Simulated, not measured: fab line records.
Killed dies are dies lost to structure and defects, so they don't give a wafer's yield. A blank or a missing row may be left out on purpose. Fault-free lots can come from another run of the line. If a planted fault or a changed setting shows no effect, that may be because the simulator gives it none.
A lot that was struck, set against a sound lot -- flow sky130 -- 36 out of 708 route steps
Sound: these wafers, L469.1, L469.3, L469.4. Wafers struck: L475.3, L475.4, L475.5. The cause is named last.
Each step with rows lists, per side, the tool, then ch with its chambers, then its first start. Under that, the readings that differ: sound wafers -- struck wafers -- difference of the means -- sigmas: that difference in standard deviations of wafers without a fault.
alike: same words and numbers on both sides, and readings whose means sit less than 2 such deviations apart. not compared: any withheld reading, any reading some wafer has no value for, any bound like >300 that may hide the same value, and any number with overlapping values for which the record gives no deviation.
A row with sigmas, a row that says differs or no value, or rows on one side alone: a step with any of these is where the two part. Numbers that don't overlap but have no deviation are shown without sigmas and don't part them. A reading missing from all wafers of one side parts the sides only when that side holds two or more wafers.

first, 10 steps without rows for these wafers: SKY_GATE_OXIDE_COAT_05 (resist thk 1140 nm); SKY_GATE_OXIDE_SOFTBAKE_06 (time 60 s); SKY_GATE_OXIDE_EXPOSE_07 (exposes mask LVOM, target cd 600 nm); SKY_GATE_OXIDE_PEB_08; SKY_GATE_OXIDE_DEVELOP_09 (develop time 60 s); SKY_GATE_OXIDE_IMPLANT_11; SKY_GATE_OXIDE_WET_ETCH_12 (etches SiO2 in dHF, target depth 16.8 nm, time 336 s); SKY_GATE_OXIDE_STRIP_13 (strips in O2/N2); SKY_GATE_OXIDE_CLEAN_15 (cleans in SC1/SC2, time 150 s); SKY_GATE_OXIDE_OXIDATION_16 (stabilise 600 s, purge 300 s, target thk 3.57 nm).
SKY_POLY_GATE_CVD_00: deposits poly-Si, target thk 180 nm, time 720 s.
  sound on lpcvd-01 ch 0, day 13 18:35; struck on lpcvd-01 ch 0, day 15 18:31
reading,sound,struck,difference,sigmas
model.poly-Si_of_POLY_GATE_CVD_00.thk_nm (nm),180.8 178.8 180.6,148.2 147.4 149.5,-31.7,
  alike: spike_tc_lower_C, spike_tc_upper_C
SKY_POLY_GATE_THK_MEAS_01:
  sound on film_metro-03, day 13 19:47; struck on film_metro-02, day 15 19:44
reading,sound,struck,difference,sigmas
POLY_GATE_CVD_00_THK (nm),180.9 179.0 180.6,148.1 147.5 149.5,-31.8,-23
then, 9 steps without rows for these wafers: SKY_RES_PROTECT_DEHYDRATE_00 (time 60 s); SKY_RES_PROTECT_HMDS_01 (prime time 60 s); SKY_RES_PROTECT_COAT_02 (resist thk 1140 nm); SKY_RES_PROTECT_SOFTBAKE_03 (time 60 s); SKY_RES_PROTECT_EXPOSE_04 (exposes mask RPM, target cd 1270 nm); SKY_RES_PROTECT_PEB_05; SKY_RES_PROTECT_DEVELOP_06 (develop time 60 s); SKY_POLY_GATE_IMPLANT_02; SKY_RES_PROTECT_STRIP_07 (strips in O2/N2).
SKY_RES_PROTECT_CLEAN_09: cleans in SC1/SC2, time 150 s.
  sound on wet_bench-02 ch 2, day 14 22:31; struck on wet_bench-02 ch 1, day 16 23:58
reading,sound,struck,difference,sigmas
model.poly-Si_of_POLY_GATE_CVD_00.thk_nm (nm),180.2 178.2 179.9,147.6 146.8 148.9,-31.7,
then, 11 steps without rows for these wafers: SKY_POLY_GATE_CVD_03 (deposits Si3N4 from DCS/NH3, target thk 75 nm, time 1290 s); SKY_POLY_GATE_DEHYDRATE_05 (time 60 s); SKY_POLY_GATE_HMDS_06 (prime time 60 s); SKY_POLY_GATE_COAT_07 (resist thk 110 nm); SKY_POLY_GATE_COAT_08 (resist thk 450 nm); SKY_POLY_GATE_SOFTBAKE_09 (time 90 s); SKY_POLY_GATE_EXPOSE_10 (exposes mask P1M, target cd 150 nm); SKY_POLY_GATE_PEB_11; SKY_POLY_GATE_DEVELOP_12 (develop time 60 s); SKY_POLY_GATE_ETCH_15 (etches BARC in N2/H2, stops on SiO2, time 118.5 s, target depth 110 nm); SKY_POLY_GATE_ETCH_16 (etches Si3N4 in CH3F/O2, stops on poly-Si, time 147.5 s, target depth 75 nm).
SKY_POLY_GATE_ETCH_17: etches poly-Si in HBr/Cl2, stops on SiO2, target depth 180 nm, time 70.5 s.
  sound on rie_si-02 ch 0,2,3, day 16 03:30; struck on rie_si-02 ch 1,2, day 18 06:03
reading,sound,struck,difference,sigmas
oes_product_au (a.u.),0.978 0.974 0.987,0.866 0.861 0.867,-0.115,-15
model.etch.depth_nm (nm),175.9 173.8 178.3,147.6 146.8 148.9,-28.2,
model.POLY_GATE.feature_depth_nm (nm),175.9 173.8 178.3,147.6 146.8 148.9,-28.2,
  alike: chamber_pressure_mTorr, drypump_motor_current_A, he_backside_leak_sccm, throttle_valve_pct
  not compared: rf_hours_counter_h
then, 1 step without rows for these wafers: SKY_POLY_GATE_STRIP_18 (strips in O2/N2).
-- here the record skips 29 days between the struck wafers' starts before and after, leaving off in module POLY_GATE and picking up in module PAD_OPEN (first step shown: number 708 of the route) --
SKY_PAD_OPEN_PROBE_99:
  sound on prober-01, day 45 12:28; struck on prober-01, day 47 03:17
reading,sound,struck,difference,sigmas
model.etest.res_xhigh_po.line_ohm_um,5659 5657 5807,5142 5155 5176,-550,
model.etest.res_xhigh_po.rs_ohm_sq,2004 1948 2036,1828 1809 1810,-180,
model.etest.res_high_po.line_ohm_um,742.4 734.5 750.4,825.8 835.3 831.3,+88.4,
model.etest.res_poly.line_ohm_um,506.6 499.1 506.9,563.9 589.2 592.9,+77.8,
model.etest.res_high_po.rs_ohm_sq,258.7 257.9 262.3,292.5 292.5 289.8,+32.0,
model.etest.licon_high_po.rc_ohm,342.1 353.8 349.4,315.5 325.3 320.3,-28.1,
model.etest.cap_li_to_poly.c_af_um2,100.8 100 97.9,90.88 92.09 90.77,-8.32,
model.etest.res_poly.rs_ohm_sq,47.97 47.53 48.51,55.49 55.76 54.78,+7.34,
  alike: killed_at_M0_to_M3, killed_at_M4_up, killed_at_contacts, killed_at_front_end, killed_at_other, killed_dies, killed_open, killed_short

## WHERE THEY PART
First at SKY_POLY_GATE_THK_MEAS_01; last, within this record, at SKY_POLY_GATE_ETCH_17. Later steps at which nothing parts them and some readings are alike: SKY_PAD_OPEN_PROBE_99.

WHY: the cause the simulator had injected
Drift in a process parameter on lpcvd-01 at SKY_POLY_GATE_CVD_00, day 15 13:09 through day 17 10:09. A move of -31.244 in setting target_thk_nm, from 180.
